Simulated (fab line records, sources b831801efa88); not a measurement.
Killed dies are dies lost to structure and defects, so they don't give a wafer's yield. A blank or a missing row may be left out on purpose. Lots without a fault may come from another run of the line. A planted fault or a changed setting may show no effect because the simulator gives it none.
Which tool did it? | flow sky130 | 6 lots, 18 wafers sampled, at 2 steps of a route of 708

WHAT THE GAUGES READ, wafer by wafer
SKY_SONOS_ONO_CD_MEAS_13: target cd 410 nm.
lot  | measured     | on        | cd_nm (nm)
L539 | day 13 10:50 | cd_sem-02 | 409.2 407.9 411.5
L542 | day 14 04:55 | cd_sem-01 | 410.3 412.4 411.5
L547 | day 16 04:46 | cd_sem-01 | 401.8 402.3 400.8
L550 | day 18 07:37 | cd_sem-01 | 409.6 412.1 410.8
L555 | day 18 15:29 | cd_sem-02 | 410.1 408.8 408.5
L557 | day 19 07:01 | cd_sem-02 | 409.8 409.9 406.8

WHICH TOOL RAN EACH LOT (tool, then ch and the chambers of the sampled wafers, then the start)
lot  | SKY_SONOS_ONO_EXPOSE_10
L539 | iline_stepper-02 ch 0, day 12 22:41
L542 | iline_stepper-01 ch 0, day 13 16:25
L547 | iline_stepper-02 ch 0, day 15 15:26
L550 | iline_stepper-01 ch 0, day 17 15:35
L555 | iline_stepper-01 ch 0, day 18 00:46
L557 | iline_stepper-01 ch 0, day 18 16:28
- SKY_SONOS_ONO_EXPOSE_10: exposes mask ONOM, target cd 410 nm.

THE ANSWER, worked out from the rows above alone
Rule: what is usual is taken from the lots themselves. Put in order of their means at a reading, lots are off if they are a third of the lots or fewer, leave a main group of 4 or more, and stand apart from it by a gap of 3 or more times the standard deviation of the main group's means; of several such gaps the widest counts. A main group whose means are all the same, to the digits that the tables above print for the reading, isn't used. A lot without any number at a reading at which 4 lots or more have one is off too. The other lots that the step has rows for count as sound.
Off: L547, at SKY_SONOS_ONO_CD_MEAS_13 (cd_nm). The main group: mean 409.9 nm, standard deviation 1.
A tool fits if, at a process step before that reading, it ran every lot that is off, and no sound lot after the first of them. The gauges at SKY_SONOS_ONO_CD_MEAS_13 are tried like those tools. One fits: iline_stepper-02 at SKY_SONOS_ONO_EXPOSE_10. Its last sound lot is L539 (day 12 22:41), its first lot that is off L547 (day 15 15:26): a fault that began between those two fits.

WHAT THE SIMULATOR HAD PUT IN
Process parameter drift: iline_stepper-02, from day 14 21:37 on, at SKY_SONOS_ONO_EXPOSE_10. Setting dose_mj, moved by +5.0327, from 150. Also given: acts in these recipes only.
Lots struck among those shown: L547. The rule above found the same.
